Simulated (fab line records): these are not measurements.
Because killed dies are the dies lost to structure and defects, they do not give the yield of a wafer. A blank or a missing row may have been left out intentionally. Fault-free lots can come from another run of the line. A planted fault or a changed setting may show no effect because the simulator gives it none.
Code-filled problem report in 8D (eight disciplines) form | flow gf180mcu | the parts of the form that need people (team, actions taken, sign-off) are left out

== 1. THE ISSUE ==
Across 3 wafers from 2 lots, SAB_CVD_00_THK at GF_SAB_THK_MEAS_01 averages 26.3 nm, while fault-free wafers read 49.8 nm with a standard deviation of 0.76. Measured from the usual mean, that is -31 standard deviations.
The first sign was on wafer L908.5 at day 19 08:02, on film metro-01. The record holds 36 wafers of 12 lots with a number at this step. By rule, "out" or "out of limits" means more than 4 standard deviations away from the usual mean. The other wafers with a number count as sound.

== 2. WHAT IT IS, WHAT IT ISN'T ==
question                    | is                     | is not
which readings at this step | SAB_CVD_00_THK         | -
which lots                  | L908, L909             | L894, L895, L898, L899, L900, L901, L903, L913, L915, L916
which wafers of those lots  | L908.5, L909.2, L909.5 | L908.3, L908.4, L909.6
read on which gauges        | film metro-01          | film metro-02, film metro-04
when                        | from day 19 08:02      | up to then (23 sound wafers); but 10 sound wafers of L909, L913, L915, L916 came after

== 3. WHAT RULES OUT EACH SUSPECT ==
Counting: a tool at a process step up to the reading stays a suspect if it ran every lot that is out. Sound lots after the first of them don't rule it out here, since some wafers of a struck lot are sound.
- the gauge at GF_SAB_THK_MEAS_01: kept. All the wafers that are out were read on film metro-01, and no step on other tools shows them out.
- pecvd-04 at GF_SAB_CVD_00 (deposits SiO2 from TEOS, target thk 50 nm, time 4.9302 s): kept. It processed each lot that is out (first: L908, day 19 08:00); up to then, its last sound lot is L903 (day 17 16:46).
- pecvd-04, GF_SAB_CVD_00: wafers that are out in chamber 0, sound lot-mates in chambers 1, 2.
Remaining after the count are pecvd-04 at GF_SAB_CVD_00 and film metro-01 at GF_SAB_THK_MEAS_01.

== 4. THE CAUSE (what the simulator had put in) ==
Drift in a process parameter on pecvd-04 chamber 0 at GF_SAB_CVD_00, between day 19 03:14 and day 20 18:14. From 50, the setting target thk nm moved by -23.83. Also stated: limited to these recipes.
2 suspects survive the count, and this tool is in that group.

== 5. THE CHAIN OF EFFECTS, in route order ==
Rows list readings where the struck wafers' mean (over those with a number) sits beyond 3 standard deviations from the usual. Only readings whose record carries a usual standard deviation are examined. hours: median over the lots of the time between each lot's start at the first step of this table that gives one and its start at this step. sigmas: the change, counted in usual standard deviations.
hours | step               | reading        | usual   | on struck wafers | change | sigmas
0     | GF_SAB_THK_MEAS_01 | SAB_CVD_00_THK | 49.8 nm | 26.3             | -23.5  | -31

== 6. WHAT WOULD HAVE CAUGHT IT SOONER ==
In this record the first reading out of limits at a measuring or inspecting step was taken at day 19 08:02, 5 hours after the fault began at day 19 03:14.
No tool reading at GF_SAB_CVD_00 that has a usual standard deviation in the record was out on any struck wafer, so an alarm limit of 4 standard deviations on those readings would not have fired.
Lots out: 2; of these, L909 started GF_SAB_CVD_00 on pecvd-04 after day 19 08:02. Holding the tool at that time would have saved it.
